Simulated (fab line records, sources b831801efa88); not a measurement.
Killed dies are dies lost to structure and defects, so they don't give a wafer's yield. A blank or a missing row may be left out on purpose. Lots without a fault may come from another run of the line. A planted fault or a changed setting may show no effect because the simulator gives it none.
Which tool did it? | flow sky130 | 12 lots, 36 wafers sampled, at 4 steps of a route of 708

WHAT THE GAUGES READ, wafer by wafer
SKY_METAL1_OVL_MEAS_16.
lot  | measured     | on         | METAL1_OVL (nm)
L075 | day 32 20:05 | overlay-01 | -12 -17 -6
L077 | day 33 10:22 | overlay-02 | -10 -4 -12
L079 | day 34 12:35 | overlay-02 | -12 -12 -3
L081 | day 35 18:17 | overlay-01 | -15 -19 -18
L083 | day 35 20:21 | overlay-01 | -6 -4 -3
L085 | day 36 12:20 | overlay-02 | -10 -9 -7
L087 | day 36 22:11 | overlay-01 | -4 -13 -9
L089 | day 37 19:01 | overlay-02 | -13 -10 -14
L091 | day 38 06:16 | overlay-01 | -2 -6 -12
L093 | day 39 01:13 | overlay-01 | -4 -2 3
L095 | day 39 13:41 | overlay-01 | -20 -13 -11
L097 | day 39 17:18 | overlay-01 | -1 -4 -8

WHICH TOOL RAN EACH LOT (tool, then ch and the chambers of the sampled wafers, then the start)
lot  | SKY_VT_ADJUST_LVTN_STRIP_20          | SKY_LOCAL_INTERCONNECT_SPUTTER_00 | SKY_METAL1_SPUTTER_01
L075 | plasma_asher-02 ch 0,1, day 8 00:10  | pvd_sputter-02, day 29 06:17      | pvd_sputter-01, day 31 16:24
L077 | plasma_asher-01 ch 0,1, day 8 07:54  | pvd_sputter-02, day 29 19:43      | pvd_sputter-02, day 32 07:20
L079 | plasma_asher-01 ch 0,1, day 9 02:43  | pvd_sputter-02, day 30 22:49      | pvd_sputter-02, day 33 09:47
L081 | plasma_asher-01 ch 0,1, day 9 19:16  | pvd_sputter-02, day 32 06:14      | pvd_sputter-02, day 34 14:58
L083 | plasma_asher-01 ch 0,1, day 10 06:55 | pvd_sputter-04, day 32 08:48      | pvd_sputter-04, day 34 17:35
L085 | plasma_asher-01 ch 0,1, day 10 21:46 | pvd_sputter-04, day 33 02:52      | pvd_sputter-02, day 35 10:01
L087 | plasma_asher-02 ch 0,1, day 11 09:35 | pvd_sputter-03, day 33 12:37      | pvd_sputter-04, day 35 20:22
L089 | plasma_asher-03 ch 0,1, day 12 02:40 | pvd_sputter-03, day 34 09:32      | pvd_sputter-04, day 36 17:17
L091 | plasma_asher-03 ch 0,1, day 12 13:47 | pvd_sputter-02, day 34 21:20      | pvd_sputter-01, day 37 04:14
L093 | plasma_asher-02 ch 0,1, day 13 07:22 | pvd_sputter-02, day 35 18:16      | pvd_sputter-02, day 37 23:41
L095 | plasma_asher-01 ch 1, day 13 19:55   | pvd_sputter-02, day 36 06:35      | pvd_sputter-02, day 38 12:17
L097 | plasma_asher-03 ch 0,1, day 14 04:19 | pvd_sputter-04, day 36 09:53      | pvd_sputter-01, day 38 16:13
- SKY_VT_ADJUST_LVTN_STRIP_20: strips in O2/N2.
- SKY_LOCAL_INTERCONNECT_SPUTTER_00: material TiN, target thk 100 nm, time 83.3 s.
- SKY_METAL1_SPUTTER_01: material TiN, target thk 20 nm, time 16.7 s.

THE ANSWER, worked out from the rows above alone
Rule: what is usual is taken from the lots themselves. Put in order of their means at a reading, lots are off if they are a third of the lots or fewer, leave a main group of 4 or more, and stand apart from it by a gap of 3 or more times the standard deviation of the main group's means; of several such gaps the widest counts. A main group whose means are all the same, to the digits that the tables above print for the reading, isn't used. A lot without any number at a reading at which 4 lots or more have one is off too. The other lots that the step has rows for count as sound.
No lot is off at any reading shown: from this, nothing can be told.

WHAT THE SIMULATOR HAD PUT IN
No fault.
